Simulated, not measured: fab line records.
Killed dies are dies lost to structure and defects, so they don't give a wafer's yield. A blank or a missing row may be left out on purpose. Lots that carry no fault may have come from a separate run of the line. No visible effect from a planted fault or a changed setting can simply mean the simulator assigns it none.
fab line records	flow sky130
record: lots: 11	wafers: 31	last_day: 50
route steps=708 shown VIA1@481 METAL2@501 VIA2@522 VIA3@593
lots that met no fault: taken from a fault-free run of the same line
start_h: start of the lot's first displayed wafer, in hours after the record's first day	wait_h: how many hours have passed since the lot's step before this one	" identical to the entry in the row above	L1.1+2: one row covering several wafers at once	- either no value or no given start	* or withheld: withheld	< > ~ a bound
route shown NAME@n: a module of which the file shows steps, and the number in the route of the first	usual: the fault-free wafers' mean and standard deviation	same: alike in all rows	chamber/n: place in a boat	sites: readings site by site	_std_site: their standard deviation	_edge_site: the outer-site mean with the inner-site mean subtracted	radius_mm: for every site, how far away it sits from the centre of the wafer	mask NAME#n: copy n	behind: the last tool/chamber to shape the wafer	hold: cause of the lot's hold/its duration in hours/its outcome	device: which transistor (n, p or np) failed to switch	end of line: the route-end tests of the same wafers	a step with no rows: only its recipe	killed: at the first sort, the dies lost to defects and structure; wafer yield is something else	map: the dies of a wafer, with x for killed, . for not killed, _ for no die there
set.NAME: the setting that was run; set.NAME@STEP: the one run at that earlier step	model.NAME: the simulator's own value behind a step, which no gauge read
route steps across a sampled set of lots; one table per step, one row per wafer
services: the hour from which a tool's chamber was out of use, counted from the record's first day as start_h (under 0 if before that day), plus the number of hours and why
== steps ==
step: SKY_VIA1_THK_MEAS_23
recipe: thk_meas_gauge: xrf	reads: W_of_VIA1_CVD_21
usual: VIA1_W_THK: 278/3.2
lot.wafer	tool	chamber	start_h	wait_h	VIA1_W_THK[nm]
L251.1	film_metro-03	-	786.83	0.1	280
L251.3	"	-	"	"	281
L251.6	"	-	"	"	282
L252.1	film_metro-02	-	789.66	0.1	280
L252.3	"	-	"	"	282
L252.5	"	-	"	"	280
L253.2	film_metro-03	-	802.71	0.1	277
L253.4	"	-	"	"	281
L253.5	"	-	"	"	279
L262.2	film_metro-04	-	892.90	0.1	279
L262.6	"	-	"	"	276
L263.2	film_metro-04	-	902.49	0.1	282
L263.5	"	-	"	"	277
L264.1	film_metro-04	-	906.32	0.1	281
L264.3	"	-	"	"	283
L264.5	"	-	"	"	275
L265.4	film_metro-03	-	906.52	0.1	275
L265.5	"	-	"	"	279
L265.6	"	-	"	"	278
L268.1	film_metro-04	-	923.56	0.1	274
L268.3	"	-	"	"	277
L268.5	"	-	"	"	275
L270.1	film_metro-02	-	945.54	0.1	280
L270.3	"	-	"	"	279
L270.6	"	-	"	"	280
L271.1	film_metro-04	-	951.67	0.1	274
L271.3	"	-	"	"	276
L271.4	"	-	"	"	276
L273.1	film_metro-03	-	953.76	0.1	275
L273.3	"	-	"	"	274
L273.5	"	-	"	"	271
step: SKY_METAL2_ETCH_18
recipe: chemistry: N2/H2	target: BARC	ion_energy_ev: 200	bias_w: 100	pressure_mtorr: 30	n2_flow_sccm: 100	h2_flow_sccm: 200	icp_w: 500	stop_on: SiO2	time_s: 45.9	target_depth_a: 600
usual: drypump_motor_current_A: 5.6/0.52	he_backside_leak_sccm: 3.35/0.24	oes_product_au: 0.854/0.0049	throttle_valve_pct: 13.224/0.0086
lot.wafer	tool	chamber	start_h	wait_h	drypump_motor_current_A	he_backside_leak_sccm	oes_product_au	rf_hours_counter_h	throttle_valve_pct
L251.1	rie_metal-02	1	812.33	0.0	5.5	3.57	0.856	1	13.232
L251.3	"	1	"	"	5.5	3.61	0.855	-	13.216
L251.6	"	0	"	"	4.7	3.21	0.853	-	13.218
L252.1	rie_metal-01	1	816.23	0.1	5.5	3.23	0.853	8	13.229
L252.3	"	1	"	"	5.5	3.30	0.857	-	13.232
L252.5	"	1	"	"	5.5	3.28	0.850	-	13.208
L253.2	rie_metal-02	0	829.94	0.0	4.7	3.16	0.849	5	13.237
L253.4	"	1	"	"	5.5	3.26	0.851	-	13.215
L253.5	"	0	"	"	4.7	3.31	0.855	-	13.218
L262.2	rie_metal-04	1	918.49	0.0	6.1	3.23	0.852	13	13.238
L262.6	"	1	"	"	6.1	3.22	0.851	-	13.236
L263.2	rie_metal-02	1	928.11	0.0	5.5	3.53	0.863	6	13.219
L263.5	"	0	"	"	4.7	3.30	0.860	-	13.226
L264.1	rie_metal-01	1	931.81	0.0	5.5	3.29	0.856	15	13.237
L264.3	"	0	"	"	6.4	3.26	0.859	-	13.229
L264.5	"	1	"	"	5.5	3.19	0.853	-	13.216
L265.4	rie_metal-02	1	931.86	0.0	5.5	3.69	0.862	-	13.228
L265.5	"	1	"	"	5.5	3.64	0.861	-	13.235
L265.6	"	0	"	"	4.7	3.29	0.860	-	13.235
L268.1	rie_metal-01	0	948.86	0.0	6.4	3.30	0.862	4	13.221
L268.3	"	0	"	"	6.4	3.31	0.859	-	13.214
L268.5	"	1	"	"	5.5	3.37	0.846	-	13.228
L270.1	rie_metal-04	0	970.04	0.0	5.8	3.37	0.860	14	13.216
L270.3	"	0	"	"	5.8	3.50	0.857	-	13.234
L270.6	"	0	"	"	5.8	3.49	0.843	-	13.232
L271.1	rie_metal-02	1	975.66	0.0	5.5	3.33	0.850	9	13.231
L271.3	"	0	"	"	4.7	3.17	0.852	-	13.231
L271.4	"	1	"	"	5.5	3.54	0.847	-	13.230
L273.1	rie_metal-04	0	978.39	0.0	5.8	3.30	0.855	15	13.225
L273.3	"	1	"	"	6.1	3.26	0.850	-	13.235
L273.5	"	0	"	"	5.8	3.40	0.848	-	13.228
step: SKY_VIA2_ETCH_15
recipe: target: SiO2	chemistry: C4F8/O2/Ar	target_depth_nm: 546	stop_on: TiN	mask_material: KrF-thick	source_w: 1500	bias_w: 1200	pressure_mtorr: 40	c4f8_flow_sccm: withheld	O2_flow_sccm: 6	Ar_flow_sccm: 300	time_s: 84
usual: oes_product_au: 0.939/0.0044
lot.wafer	tool	chamber	start_h	wait_h	oes_product_au	rf_hours_counter_h
L251.1	rie_diel-03	0	840.35	0.0	0.948	15
L251.3	"	2	"	"	0.939	1
L251.6	"	1	"	"	0.945	-
L252.1	rie_diel-01	1	843.85	0.0	0.940	16
L252.3	"	3	"	"	0.944	12
L252.5	"	1	"	"	0.941	-
L253.2	rie_diel-04	1	857.30	0.0	0.935	10
L253.4	"	0	"	"	0.941	11
L253.5	"	2	"	"	0.945	-
L262.2	rie_diel-04	3	944.97	0.0	0.926	17
L262.6	"	3	"	"	0.948	-
L263.2	rie_diel-04	1	953.56	0.0	0.932	12
L263.5	"	1	"	"	0.941	-
L264.1	rie_diel-04	0	957.85	0.0	0.949	13
L264.3	"	3	"	"	0.941	18
L264.5	"	2	"	"	0.937	-
L265.4	rie_diel-01	1	958.09	0.0	0.941	-
L265.5	"	3	"	"	0.942	-
L265.6	"	0	"	"	0.934	-
L268.1	rie_diel-03	3	973.57	0.0	0.935	12
L268.3	"	0	"	"	0.943	20
L268.5	"	1	"	"	0.935	-
L270.1	rie_diel-01	0	994.66	0.0	0.942	15
L270.3	"	1	"	"	0.940	21
L270.6	"	0	"	"	0.939	-
L271.1	rie_diel-03	2	1000.62	0.0	0.941	7
L271.3	"	0	"	"	0.939	21
L271.4	"	3	"	"	0.941	13
L273.1	rie_diel-03	3	1003.22	0.0	0.940	13
L273.3	"	1	"	"	0.936	6
L273.5	"	1	"	"	0.942	-
step: SKY_VIA2_STRIP_16
recipe: chemistry: O2/N2	power_w: 1400	pressure_mtorr: 1500	platen_temp_c: withheld	o2_flow_sccm: 3000	n2_flow_sccm: 300	overash_fraction: 0.5
usual: drypump_motor_current_A: 5.4/0.38	oes_product_au: 0.398/0.0053	strip_time_to_endpoint_s: 4.044/0.021
lot.wafer	tool	chamber	start_h	wait_h	drypump_motor_current_A	oes_product_au	rf_hours_counter_h	strip_time_to_endpoint_s
L251.1	plasma_asher-04	1	840.42	0.0	5.8	0.398	10	4.057
L251.3	"	1	"	"	5.7	0.399	-	4.016
L251.6	"	0	"	"	5.9	0.411	-	4.065
L252.1	plasma_asher-04	1	843.92	0.0	5.8	0.391	10	4.004
L252.3	"	1	"	"	5.8	0.389	-	4.007
L252.5	"	1	"	"	5.8	0.397	-	4.013
L253.2	plasma_asher-01	1	857.37	0.0	5.3	0.390	75	4.038
L253.4	"	0	"	"	5.4	0.401	-	4.033
L253.5	"	1	"	"	5.3	0.394	-	4.018
L262.2	plasma_asher-02	1	945.03	0.0	4.7	0.377	53	3.547
L262.6	"	0	"	"	5.7	0.394	-	4.010
L263.2	plasma_asher-01	1	953.62	0.0	5.3	0.373	85	3.622
L263.5	"	1	"	"	5.3	0.400	-	4.049
L264.1	plasma_asher-04	0	957.92	0.0	5.9	0.384	21	3.634
L264.3	"	1	"	"	5.8	0.393	-	4.024
L264.5	"	1	"	"	5.7	0.392	-	4.031
L265.4	plasma_asher-01	0	958.15	0.0	5.4	0.405	-	4.070
L265.5	"	1	"	"	5.3	0.404	-	4.036
L265.6	"	0	"	"	5.4	0.405	-	4.054
L268.1	plasma_asher-01	0	973.63	0.0	5.4	0.407	87	4.044
L268.3	"	0	"	"	5.4	0.409	-	4.061
L268.5	"	1	"	"	5.3	0.404	-	4.007
L270.1	plasma_asher-04	1	994.72	0.0	5.8	0.404	25	4.113
L270.3	"	0	"	"	5.9	0.400	-	4.052
L270.6	"	0	"	"	5.9	0.398	-	4.093
L271.1	plasma_asher-02	1	1000.68	0.0	4.7	0.396	56	4.049
L271.3	"	0	"	"	5.7	0.392	-	4.047
L271.4	"	1	"	"	4.7	0.389	-	4.010
L273.1	plasma_asher-02	0	1003.28	0.0	5.7	0.397	57	4.036
L273.3	"	1	"	"	4.7	0.404	-	4.013
L273.5	"	1	"	"	4.7	0.395	-	4.055
step: SKY_VIA3_SPUTTER_20
recipe: material: TiN	target_thk_nm: 20	chamber_pressure_pa: 5	power_w: 4000	time_s: 80
usual: throttle_valve_pct: 29.6/0.85
lot.wafer	tool	chamber	start_h	wait_h	throttle_valve_pct
L251.1	pvd_sputter-01	-	921.71	0.0	28.7
L251.3	"	-	"	"	29.0
L251.6	"	-	"	"	31.0
L252.1	pvd_sputter-03	-	924.00	0.0	29.6
L252.3	"	-	"	"	28.6
L252.5	"	-	"	"	29.1
L253.2	pvd_sputter-01	-	937.81	0.0	30.9
L253.4	"	-	"	"	30.5
L253.5	"	-	"	"	29.1
L262.2	pvd_sputter-03	-	1020.52	0.0	29.6
L262.6	"	-	"	"	29.2
L263.2	pvd_sputter-01	-	1028.42	0.0	30.6
L263.5	"	-	"	"	28.8
L264.1	pvd_sputter-03	-	1032.83	0.0	29.4
L264.3	"	-	"	"	30.4
L264.5	"	-	"	"	30.1
L265.4	pvd_sputter-01	-	1033.31	0.0	28.7
L265.5	"	-	"	"	29.4
L265.6	"	-	"	"	28.7
L268.1	pvd_sputter-01	-	1049.06	0.0	28.8
L268.3	"	-	"	"	30.7
L268.5	"	-	"	"	30.7
L270.1	pvd_sputter-03	-	1066.35	0.0	30.1
L270.3	"	-	"	"	30.1
L270.6	"	-	"	"	30.0
L271.1	pvd_sputter-04	-	1071.67	0.0	29.9
L271.3	"	-	"	"	30.1
L271.4	"	-	"	"	28.3
L273.1	pvd_sputter-04	-	1073.48	0.0	31.5
L273.3	"	-	"	"	30.0
L273.5	"	-	"	"	30.1
== services ==
tool	chamber	start_h	hours	kind
rie_diel-01	2	791.93	15.2	repair
rie_metal-01	-	807.82	0.4	repair
rie_metal-01	-	810.12	4.3	pm
rie_diel-04	1	814.86	4.7	repair
rie_metal-01	1	816.83	2.0	repair
rie_diel-01	3	818.91	7.6	repair
rie_diel-04	-	839.80	2.8	pm
pvd_sputter-03	-	841.88	4.9	repair
rie_metal-02	-	848.78	4.3	pm
rie_diel-04	1	866.37	7.2	repair
pvd_sputter-01	-	867.85	1.5	repair
rie_metal-02	0	875.06	5.7	repair
plasma_asher-01	-	879.00	2.3	repair
pvd_sputter-01	-	883.75	1.2	repair
rie_diel-03	1	888.60	10.9	repair
rie_diel-04	0	895.37	4.6	repair
rie_diel-04	2	900.68	3.8	repair
rie_metal-01	-	926.48	0.4	repair
rie_metal-02	0	934.01	14.7	repair
rie_diel-01	2	947.22	28.2	repair
pvd_sputter-03	-	982.16	0.9	repair
plasma_asher-04	-	1026.44	2.3	repair
plasma_asher-04	-	1027.85	2.2	repair
rie_diel-04	2	1037.38	6.4	repair
== key ==
first_sign: step: SKY_VIA2_STRIP_16	reading: strip_time_to_endpoint_s	direction: down	sigmas: 21	usual: *	struck: *
effect: step: SKY_VIA2_STRIP_16	reading: oes_product_au	direction: down	sigmas: 3.8	usual: 0.398	struck: 0.378
met_at SKY_VIA2_ETCH_15
struck_lots L262,L263,L264
struck_wafers L262.2,L263.2,L264.1
not_acting_at SKY_VIA1_THK_MEAS_23,SKY_METAL2_ETCH_18,SKY_VIA3_SPUTTER_20
onset_between 857.30 944.97
fault: kind: process_parameter_drift	tool: rie_diel-04	chamber: -	onset_h: 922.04	steps: SKY_VIA2_ETCH_15	channel: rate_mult	offset: 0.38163	shape: step	end_h: 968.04	scope: struck_wafers_only
